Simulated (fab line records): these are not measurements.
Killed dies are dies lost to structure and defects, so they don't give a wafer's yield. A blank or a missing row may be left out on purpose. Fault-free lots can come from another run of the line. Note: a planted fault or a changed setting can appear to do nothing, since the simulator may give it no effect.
Problem report, 8D (eight disciplines) form, completed by code + flow gf180mcu + the parts of the form that need people (team, actions taken, sign-off) are left out

## 1. THE ISSUE
At GF_HV_LDD_IMPLANT_35, doseIonsCm2 averages 7.872e+12 over 6 wafers from 2 lots, while fault-free wafers read 7.501e+12, standard deviation 8e+09. That is +46 standard deviations from the usual mean.
Earliest sighting: wafer L317.1 on implanter-01 at day 17 06:25. The record has a number at this step for 18 wafers belonging to 6 lots. By rule, "out" or "out of limits" means more than 4 standard deviations away from the usual mean. All remaining wafers that have a number are taken as sound.

## 2. WHAT IT IS AND WHAT IT IS NOT
| question                    | is                     | is not                                                                   |
|-----------------------------|------------------------|--------------------------------------------------------------------------|
| which readings at this step | doseIonsCm2            | tiltDeg                                                                  |
| which lots                  | L317, L319             | L301, L313, L318, L324                                                   |
| which wafers of those lots  | all that have a number | -                                                                        |
| read on which tools         | implanter-01           | implanter-03, implanter-04                                               |
| when                        | from day 17 06:25      | up to then (6 sound wafers); but 6 sound wafers of L318, L324 came after |

## 3. WHAT RULES OUT EACH SUSPECT
Counting: a tool stays on the suspect list if, at a process step up to the reading, it processed all lots that are out and no sound lot following the first of them.
- implanter-01 at GF_HV_LDD_IMPLANT_35: kept. It processed each lot that is out, first L317 at day 17 06:25, and no sound lot thereafter; up to then, the last sound lot it processed was L301 at day 11 12:20. On those wafers its own readings are out: doseIonsCm2.
After counting, what remains is implanter-01 at GF_HV_LDD_IMPLANT_35.

## 4. THE CAUSE (what the simulator had put in)
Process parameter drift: implanter-01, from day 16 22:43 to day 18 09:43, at GF_HV_LDD_IMPLANT_35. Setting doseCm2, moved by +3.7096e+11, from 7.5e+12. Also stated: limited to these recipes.
This tool alone remained once counting was done.

## 5. SEQUENCE OF EFFECTS, ordered by route
Each row: a reading whose mean over the struck wafers that have a number lies more than 3 standard deviations from the usual. Only readings for which the record gives a usual standard deviation are gone through. hours: the time from each lot's start at the first step in this table that gives one to its start at this step, as a median over the lots. sigmas: the change in usual standard deviations.
| hours | step                 | reading     | usual     | on struck wafers | change     | sigmas |
|-------|----------------------|-------------|-----------|------------------|------------|--------|
| 0     | GF_HV_LDD_IMPLANT_35 | doseIonsCm2 | 7.501e+12 | 7.872e+12        | +3.708e+11 | +46    |
Here are the process steps it includes:
- GF_HV_LDD_IMPLANT_35

## 6. HOW IT WOULD HAVE BEEN CAUGHT EARLIER
8 hours passed between the start of the fault at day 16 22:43 and the first reading out of limits in this record, taken at day 17 06:25.
